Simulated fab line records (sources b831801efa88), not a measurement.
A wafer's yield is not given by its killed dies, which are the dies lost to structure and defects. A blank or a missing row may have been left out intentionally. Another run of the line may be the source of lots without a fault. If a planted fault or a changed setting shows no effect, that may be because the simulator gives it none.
fab line records	flow gf180mcu
record lots=5	wafers=15	last_day=35
route steps=602 shown V4@480
lots that met no fault: taken from a fault-free run of the same line
start_h: the number of hours between the record's first day and the start of the first shown wafer of the lot	wait_h: hours from the lot's prior step to this one	" unchanged from the row above	L1.1+2: a single row standing in for several wafers	- either no value or no given start	* or withheld: withheld	< > ~ a bound
route shown NAME@n: names a module that has steps shown in the file, with the first one's number in the route	usual: the fault-free wafers' mean and standard deviation	same: alike in all rows	chamber/n: place in a boat	sites: per-site readings	_std_site: how widely they spread, as a standard deviation	_edge_site: inner sites' mean taken away from outer sites' mean	radius_mm: how far each site lies from the wafer's centre	mask NAME#n: copy n	behind: tool/chamber where the wafer was last shaped	hold: why the lot was held/for how many hours/how that ended	device: the transistor (n, p or np) that didn't switch	end of line: tests of these same wafers at the route's end	a step with no rows: only its recipe	killed: dies lost to structure and defects at the first sort, not the wafer's yield	map: shows each die of a wafer: x if killed, . if not, _ if none is there
set.NAME: the run value of the setting; set.NAME@STEP: its run value at that earlier step	model.NAME: the simulator's own value behind a step, which no gauge read
a table for each step, a row for each wafer; lots at some steps of the route
services: the hour from which a tool's chamber was out of use, counted from the record's first day as start_h (under 0 if before that day), plus the number of hours and why
## steps
# step GF_V4_CMP_04
# recipe material=SiO2	down_force_psi=4	platen_rpm=60	pad_velocity_m_s=0.94248
# usual motor_current_A=11.9/1.5	time_to_endpoint_s=80/6
lot.wafer	tool	chamber	start_h	wait_h	motor_current_A	time_to_endpoint_s
L075.1	cmp-02	3	556.19	0.3	13.0	85
L075.4	"	1	"	"	10.2	100
L075.6	"	3	"	"	13.3	91
L081.4	cmp-02	1	610.85	0.0	9.3	82
L081.3	"	3	"	"	12.6	76
L081.6	"	2	"	"	13.1	80
L089.2	cmp-02	3	668.60	0.1	13.1	76
L089.1	"	0	"	"	11.0	74
L089.6	"	1	"	"	9.6	78
L096.2	cmp-02	3	715.29	0.0	13.1	75
L096.1	"	1	"	"	9.4	77
L096.6	"	0	"	"	10.9	80
L097.2	cmp-02	1	726.68	0.1	9.6	88
L097.5	"	0	"	"	10.9	89
L097.6	"	1	"	"	9.8	81
# step GF_V4_BOW_MEAS_05
# recipe mode=bow
# usual V4_BOW=133/9.7
lot.wafer	tool	chamber	start_h	wait_h	V4_BOW[um]
L075.1	film_metro-02	-	556.49	0.2	131
L075.4	"	-	"	"	131
L075.6	"	-	"	"	130
L081.3	film_metro-04	-	611.19	0.2	130
L081.4	"	-	"	"	135
L081.6	"	-	"	"	132
L089.1	film_metro-02	-	668.80	0.1	114
L089.2	"	-	"	"	114
L089.6	"	-	"	"	134
L096.1	film_metro-04	-	715.59	0.1	134
L096.2	"	-	"	"	138
L096.6	"	-	"	"	136
L097.2	film_metro-04	-	726.95	0.2	118
L097.5	"	-	"	"	134
L097.6	"	-	"	"	115
# step GF_V4_DEHYDRATE_06
# recipe temp_c=200	time_s=60
lot.wafer	tool	chamber	start_h	wait_h
L075.1+4+6	litho_track-02	0	566.98	10.5
L081.3+4+6	litho_track-01	0	621.76	10.5
L089.1+2+6	litho_track-04	0	677.78	9.0
L096.1+2+6	litho_track-02	0	724.08	8.5
L097.2+5+6	litho_track-02	0	735.10	8.1
# step GF_V4_HMDS_07
# recipe prime_time_s=60	prime_temp_c=120
lot.wafer	tool	chamber	start_h	wait_h
L075.1+4+6	litho_track-02	0	567.13	0.1
L081.3+4+6	litho_track-01	0	621.91	0.1
L089.1+2+6	litho_track-04	0	677.93	0.1
L096.1+2+6	litho_track-02	0	724.23	0.1
L097.2+5+6	litho_track-02	0	735.25	0.1
# step GF_V4_COAT_08
# recipe resist=BARC	temp_c=withheld	time_s=withheld	spin_rpm=withheld	resist_thk_nm=withheld
lot.wafer	tool	chamber	start_h	wait_h
L075.1+4+6	litho_track-02	0	567.28	0.1
L081.3+4+6	litho_track-01	0	622.06	0.1
L089.1+2+6	litho_track-04	0	678.08	0.1
L096.1+2+6	litho_track-02	0	724.38	0.1
L097.2+5+6	litho_track-02	0	735.40	0.1
# step GF_V4_COAT_09
# recipe resist=KrF	spin_rpm=withheld	resist_thk_nm=1000
lot.wafer	tool	chamber	start_h	wait_h
L075.1+4+6	litho_track-02	0	-	-
L081.3+4+6	litho_track-01	0	-	-
L089.1+2+6	litho_track-04	0	-	-
L096.1+2+6	litho_track-02	0	-	-
L097.2+5+6	litho_track-02	0	-	-
# step GF_V4_SOFTBAKE_10
# recipe temp_c=130	time_s=60	resist=KrF
lot.wafer	tool	chamber	start_h	wait_h
L075.1+4+6	litho_track-02	0	-	-
L081.3+4+6	litho_track-01	0	-	-
L089.1+2+6	litho_track-04	0	-	-
L096.1+2+6	litho_track-02	0	-	-
L097.2+5+6	litho_track-02	0	-	-
# step GF_V4_EXPOSE_11
# recipe mask_id=Via4	target_cd_nm=260	na=0.68	source_shape=conventional	sigma_outer=0.6	dose_mj=38
# usual reticle_temp_C=23.01/0.1
lot.wafer	tool	chamber	start_h	wait_h	mask	reticle_temp_C
L075.1	krf_scanner-02	0	-	-	Via4#0	23.13
L075.4	"	0	"	"	Via4#0	22.84
L075.6	"	0	"	"	Via4#0	22.98
L081.3	krf_scanner-01	0	-	-	Via4#0	22.98
L081.4	"	0	"	"	Via4#0	23.01
L081.6	"	0	"	"	Via4#0	22.95
L089.1	krf_scanner-01	0	-	-	Via4#0	23.03
L089.2	"	0	"	"	Via4#0	23.11
L089.6	"	0	"	"	Via4#0	23.03
L096.1	krf_scanner-02	0	-	-	Via4#0	22.95
L096.2	"	0	"	"	Via4#0	22.87
L096.6	"	0	"	"	Via4#0	23.01
L097.2	krf_scanner-01	0	-	-	Via4#0	23.06
L097.5	"	0	"	"	Via4#0	23.17
L097.6	"	0	"	"	Via4#0	23.16
# step GF_V4_PEB_12
# recipe peb_temp_c=135	peb_time_s=90	resist=KrF
lot.wafer	tool	chamber	start_h	wait_h
L075.1+4+6	litho_track-01	0	-	-
L081.3+4+6	litho_track-02	0	-	-
L089.1+2+6	litho_track-04	0	-	-
L096.1+2+6	litho_track-02	0	-	-
L097.2+5+6	litho_track-04	0	-	-
# step GF_V4_DEVELOP_13
# recipe develop_time_s=60	resist=KrF	dev_temp_c=21
lot.wafer	tool	chamber	start_h	wait_h
L075.1+4+6	litho_track-01	0	578.21	0.2
L081.3+4+6	litho_track-02	0	632.73	0.1
L089.1+2+6	litho_track-04	0	688.38	0.2
L096.1+2+6	litho_track-02	0	733.28	0.2
L097.2+5+6	litho_track-04	0	744.21	0.2
# step GF_V4_CD_MEAS_14
# recipe target_cd_nm=260
# usual cd_nm=259.9/1.2
lot.wafer	tool	chamber	start_h	wait_h	cd_nm
L075.1	cd_sem-02	-	578.36	0.1	260.1
L075.4	"	-	"	"	261.4
L075.6	"	-	"	"	261.3
L081.3	cd_sem-02	-	632.87	0.1	261.8
L081.4	"	-	"	"	262.1
L081.6	"	-	"	"	260.8
L089.1	cd_sem-02	-	688.53	0.1	259.2
L089.2	"	-	"	"	258.9
L089.6	"	-	"	"	259.6
L096.1	cd_sem-01	-	733.43	0.1	258.8
L096.2	"	-	"	"	258.6
L096.6	"	-	"	"	258.7
L097.2	cd_sem-01	-	744.35	0.1	257.8
L097.5	"	-	"	"	258.8
L097.6	"	-	"	"	258.0
# step GF_V4_OVL_MEAS_15
# usual V4_OVL=1/5.5
lot.wafer	tool	chamber	start_h	wait_h	V4_OVL[nm]
L075.1	overlay-01	-	578.48	0.1	3
L075.4	"	-	"	"	-3
L075.6	"	-	"	"	-2
L081.3	overlay-01	-	632.96	0.1	7
L081.4	"	-	"	"	8
L081.6	"	-	"	"	6
L089.1	overlay-02	-	688.65	0.1	-3
L089.2	"	-	"	"	3
L089.6	"	-	"	"	2
L096.1	overlay-01	-	733.55	0.1	-7
L096.2	"	-	"	"	2
L096.6	"	-	"	"	-5
L097.2	overlay-01	-	744.46	0.1	4
L097.5	"	-	"	"	3
L097.6	"	-	"	"	-5
# step GF_V4_ETCH_16
# recipe chemistry=N2/H2	target_depth_a=withheld	overetch_a=withheld	time_s=withheld	target=BARC	ion_energy_ev=200	source_w=500	bias_w=100	pressure_mtorr=30	n2_flow_sccm=100	h2_flow_sccm=200
# usual bias_w=100.01/0.3	drypump_motor_current_A=5.5/0.58	oes_product_au=0.855/0.0045	rf_fwd_power_W=493.8/2.6	throttle_valve_pct=13.225/0.0092
lot.wafer	tool	chamber	start_h	wait_h	bias_w	drypump_motor_current_A	oes_product_au	rf_fwd_power_W	throttle_valve_pct
L075.1	rie_diel-03	1	578.52	0.0	99.89	5.8	0.855	493.1	13.216
L075.4	"	2	"	"	100.16	4.8	0.852	494.8	13.221
L075.6	"	0	"	"	100.17	6.5	0.858	494.8	13.234
L081.3	rie_diel-02	3	632.98	0.0	99.66	5.5	0.853	493.8	13.230
L081.4	"	0	"	"	99.79	5.8	0.854	493.4	13.217
L081.6	"	0	"	"	99.84	5.7	0.853	492.3	13.214
L089.1	rie_diel-02	0	688.69	0.0	100.18	5.8	0.859	492.3	13.241
L089.2	"	2	"	"	99.75	5.0	0.859	491.8	13.227
L089.6	"	3	"	"	100.14	5.6	0.852	495.2	13.226
L096.1	rie_diel-03	0	733.58	0.0	100.16	6.5	0.855	495.0	13.210
L096.2	"	1	"	"	100.39	5.8	0.856	489.1	13.223
L096.6	"	1	"	"	100.09	5.8	0.856	491.5	13.213
L097.2	rie_diel-02	3	744.49	0.0	99.80	5.5	0.863	497.2	13.214
L097.5	"	2	"	"	99.93	5.0	0.858	491.3	13.243
L097.6	"	1	"	"	99.16	4.7	0.848	496.8	13.222
## services
tool	chamber	start_h	hours	kind
krf_scanner-02	-	542.60	2.5	repair
krf_scanner-02	-	550.82	1.3	pm
krf_scanner-02	-	552.12	0.8	pm
krf_scanner-02	-	568.85	1.0	pm
cmp-02	-	572.28	4.0	pm
krf_scanner-01	-	575.04	1.0	pm
krf_scanner-01	-	583.78	1.3	pm
krf_scanner-01	-	589.03	0.8	pm
cmp-02	-	603.08	0.3	repair
cmp-02	-	634.53	10.5	repair
rie_diel-03	-	648.69	2.8	pm
rie_diel-03	2	653.27	2.6	repair
krf_scanner-01	-	663.71	3.6	pm
krf_scanner-01	-	672.95	2.3	repair
rie_diel-02	0	676.98	7.7	repair
krf_scanner-02	-	698.95	4.4	pm
krf_scanner-01	-	701.52	4.3	repair
krf_scanner-01	-	705.86	4.4	pm
cmp-02	-	707.28	2.5	pm
krf_scanner-02	-	720.16	0.8	pm
krf_scanner-01	-	721.17	7.4	repair
krf_scanner-01	-	743.57	0.3	repair
krf_scanner-01	-	744.04	1.0	pm
cmp-02	-	744.29	0.6	repair
## key
fault none
